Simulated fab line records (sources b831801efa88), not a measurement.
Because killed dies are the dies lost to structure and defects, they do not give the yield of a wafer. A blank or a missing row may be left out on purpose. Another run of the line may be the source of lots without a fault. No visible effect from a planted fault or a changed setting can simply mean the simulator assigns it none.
Comparing a struck lot with a sound one :: flow sky130 :: 23 steps out of a route of 708
Sound: wafers L276.2, L276.4, L276.5. Struck: wafer L287.5 (L287.1, L287.3, from the same lot, were not struck and are left out); the cause is given at the end.
For every step that has rows: the tool of each side, followed by ch and its chambers, followed by its first start. Under that, the readings that differ: sound wafers :: struck wafers :: difference of the means :: sigmas: that difference in standard deviations of wafers without a fault.
alike: readings whose means differ by less than 2 such deviations, and words and numbers that are the same on both sides. not compared: withheld readings, readings that some wafer has no value for, bounds like >300 that may hide the same value, and numbers for which the record gives no deviation and whose values overlap.
The two part at a step that has a row with sigmas, a row that says differs or no value, or rows on one side only. Non-overlapping numbers with no deviation appear without sigmas and do not part them. Lack of a reading on every wafer of one side parts them only where that side has two or more wafers.

first, 6 steps without rows for these wafers: SKY_VT_ADJUST_LVTN_HMDS_12 (prime time 60 s); SKY_VT_ADJUST_LVTN_COAT_13 (resist thk 1140 nm); SKY_VT_ADJUST_LVTN_SOFTBAKE_14 (time 60 s); SKY_VT_ADJUST_LVTN_EXPOSE_15 (exposes mask HVN STD DERIVED, target cd 600 nm); SKY_VT_ADJUST_LVTN_PEB_16; SKY_VT_ADJUST_LVTN_DEVELOP_17 (develop time 60 s).
SKY_VT_ADJUST_LVTN_OVL_MEAS_18:
  sound on overlay-01 at day 7 16:10; struck on overlay-01 at day 11 02:28
  alike: VT_ADJUST_LVTN_01_OVL
following that, these wafers have no rows for 1 step: SKY_VT_ADJUST_LVTN_IMPLANT_19.
SKY_VT_ADJUST_LVTN_STRIP_20: strips in O2/N2.
  sound on plasma asher-03 ch 0,1, day 7 16:20; struck on plasma asher-01 ch 0, day 11 02:38
  alike: drypump motor current A, oes product au, strip time to endpoint s
  not compared: rf hours counter h
SKY_VT_ADJUST_LVTN_TW_MEAS_21:
  sound on film metro-01 at day 7 16:27; struck on film metro-01 at day 11 02:44
  alike: VT_ADJUST_LVTN_2_TW
then, 2 steps without rows for these wafers: SKY_VT_ADJUST_NCORE_DEHYDRATE_00 (time 60 s); SKY_VT_ADJUST_NCORE_HMDS_01 (prime time 60 s).
SKY_VT_ADJUST_NCORE_COAT_02: resist thk 1140 nm.
  sound on litho track-01 ch 0, day 8 02:32; struck on litho track-04 ch 0, day 11 14:13
reading: model.NOVOLAK_of_VT_ADJUST_NCORE_COAT_02.thk nm (nm)
sound: 1144 1137 1143
struck: 1217
difference: +76
sigmas: 
then, 3 steps without rows for these wafers: SKY_VT_ADJUST_NCORE_SOFTBAKE_03 (time 60 s); SKY_VT_ADJUST_NCORE_EXPOSE_04 (exposes mask LVTN COMPLEMENT THIN, target cd 380 nm); SKY_VT_ADJUST_NCORE_PEB_05.
SKY_VT_ADJUST_NCORE_DEVELOP_06: develop time 60 s.
  sound on litho track-03 ch 0, day 8 12:46; struck on litho track-03 ch 0, day 12 02:21
reading: model.NOVOLAK_of_VT_ADJUST_NCORE_COAT_02.thk nm (nm)
sound: 1144 1137 1142
struck: 1217
difference: +76
sigmas: 
SKY_VT_ADJUST_NCORE_CD_MEAS_07: the cd target is 380 nm.
  sound on cd sem-02 at day 8 12:55; struck on cd sem-01 at day 12 02:30
reading: cd nm (nm)
sound: 379.7 381.3 379.5
struck: 373.4
difference: -6.8
sigmas: -3
SKY_VT_ADJUST_NCORE_OVL_MEAS_08:
  sound on overlay-02 at day 8 13:02; struck on overlay-01 at day 12 02:37
  alike: VT_ADJUST_NCORE_OVL
following that, these wafers have no rows for 1 step: SKY_VT_ADJUST_NCORE_IMPLANT_09.
SKY_VT_ADJUST_NCORE_STRIP_10: strips in O2/N2.
  sound on plasma asher-02 ch 0,1, day 8 13:13; struck on plasma asher-02 ch 0, day 12 02:48
reading: strip time to endpoint s (s)
sound: 14.22 14.14 14.20
struck: 15.05
difference: +0.86
sigmas: +21
  alike: drypump motor current A, oes product au
  not compared: rf hours counter h
SKY_VT_ADJUST_NCORE_TW_MEAS_11:
  sound on film metro-01 at day 8 13:19; struck on film metro-02 at day 12 02:54
  alike: VT_ADJUST_NCORE_TW
-- a jump in the record: the struck wafers' starts before and after are 37 days apart (it breaks off in module VT_ADJUST_NCORE and resumes in module PAD_OPEN, where the first step shown is number 708 of the route) --
SKY_PAD_OPEN_PROBE_99:
  sound on prober-01 at day 45 12:31; struck on prober-02 at day 48 23:47
  alike: killed_at_M0_to_M3, killed_at_M4_up, killed at contacts, killed at front end, killed at other, killed dies, killed open, killed short

== WHERE THEY PART ==
At SKY_VT_ADJUST_NCORE_CD_MEAS_07 first; at SKY_VT_ADJUST_NCORE_STRIP_10 last (within this record only). Later steps at which nothing parts them and some readings are alike: SKY_VT_ADJUST_NCORE_TW_MEAS_11, SKY_PAD_OPEN_PROBE_99.

WHY: whatever the simulator had introduced
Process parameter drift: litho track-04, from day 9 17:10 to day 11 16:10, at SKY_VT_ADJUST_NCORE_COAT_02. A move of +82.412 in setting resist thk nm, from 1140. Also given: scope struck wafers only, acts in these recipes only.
